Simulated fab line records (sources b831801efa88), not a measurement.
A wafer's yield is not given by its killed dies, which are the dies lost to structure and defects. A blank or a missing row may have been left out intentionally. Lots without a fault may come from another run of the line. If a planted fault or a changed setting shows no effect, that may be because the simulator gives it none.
Problem report, 8D (eight disciplines) form, completed by code -- flow sky130 -- the parts of the form that need people (team, actions taken, sign-off) are left out

1. THE ISSUE
Mean VIA1_W_RS at SKY_VIA1_RS_MEAS_22: 0.315 ohm/sq over 3 wafers in 3 lots; fault-free wafers: 0.426 ohm/sq, standard deviation 0.0066. That is -17 standard deviations from the usual mean.
The step: measures by four-point-probe.
First observed at day 36 19:47: wafer L416.5, on filmMetro-02. At this step, 37 wafers from 13 lots have a number in the record. The rule behind "out" and "out of limits": a value lying over 4 standard deviations away from the usual mean. Any other wafer with a number is counted as sound.

2. WHAT IT IS, WHAT IT ISN'T
question,is,is not
which readings at this step,VIA1_W_RS,-
which lots,"L416, L418, L419","L407, L408, L412, L413, L417, L425, L426, L427, L428, L429"
which wafers of those lots,"L416.5, L418.6, L419.6","L416.2, L416.3, L418.2, L419.2"
read on which gauges,filmMetro-02,"filmMetro-01, filmMetro-03"
when,from day 36 19:47,"up to then (14 sound wafers); but 20 sound wafers of L417, L418, L419, L425, L426, L427, L428, L429 came after"

3. THE SUSPECTS, EACH WITH WHAT RULES IT OUT
Counting: a tool at a process step up to the reading stays a suspect if it ran every lot that is out. Sound lots after the first of them don't rule it out here, since some wafers of a struck lot are sound.
- ruled out: the gauge at SKY_VIA1_RS_MEAS_22. All the wafers that are out were read on filmMetro-02, but those of them that SKY_VIA1_CMP_24 has rows for are out there too, on other tools.
- cvdW-02 at SKY_VIA1_CVD_21 (deposits W, target thk 270 nm, time 80.902 s): kept. Every lot that is out went through it, the first being L416 (day 36 19:41); the last sound lot it ran before that was L412 (day 36 09:07).
Left after counting: cvdW-02 at SKY_VIA1_CVD_21.

4. THE CAUSE (what the simulator had put in)
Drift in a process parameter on cvdW-02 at SKY_VIA1_CVD_21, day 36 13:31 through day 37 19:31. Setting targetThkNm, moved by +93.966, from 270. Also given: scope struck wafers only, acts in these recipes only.
After counting, this tool was the only one left.

5. THE EFFECT CHAIN, in route order
One row per reading whose mean, taken over the struck wafers that have a number, lies over 3 standard deviations from the usual. Only readings whose record carries a usual standard deviation are examined. hours: median over the lots of the time between each lot's start at the first step of this table that gives one and its start at this step. sigmas: the change, counted in usual standard deviations.
hours,step,reading,usual,on struck wafers,change,sigmas
0,SKY_VIA1_RS_MEAS_22,VIA1_W_RS,0.426 ohm/sq,0.315,-0.111,-17
0,SKY_VIA1_THK_MEAS_23,VIA1_W_THK,265 nm,359,+94,+20
0,SKY_VIA1_CMP_24,timeToEndpointS,65 s,85,+20,+6.2
The process steps in it:
- SKY_VIA1_CMP_24: polishes, stops on SiO2, t overpolish 15 s, target thk 0 nm.

6. WHAT WOULD HAVE CAUGHT IT SOONER
The first out-of-limits reading at a measuring or inspecting step in this record came at day 36 19:47, 6 hours after the fault's start at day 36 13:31.
No tool reading at SKY_VIA1_CVD_21 that has a usual standard deviation in the record was out on any struck wafer, so an alarm limit of 4 standard deviations on those readings would not have fired.
Among the 3 lots that are out, L418, L419 began SKY_VIA1_CVD_21 on cvdW-02 after day 36 19:47. A hold on the tool at that time would have spared those 2.
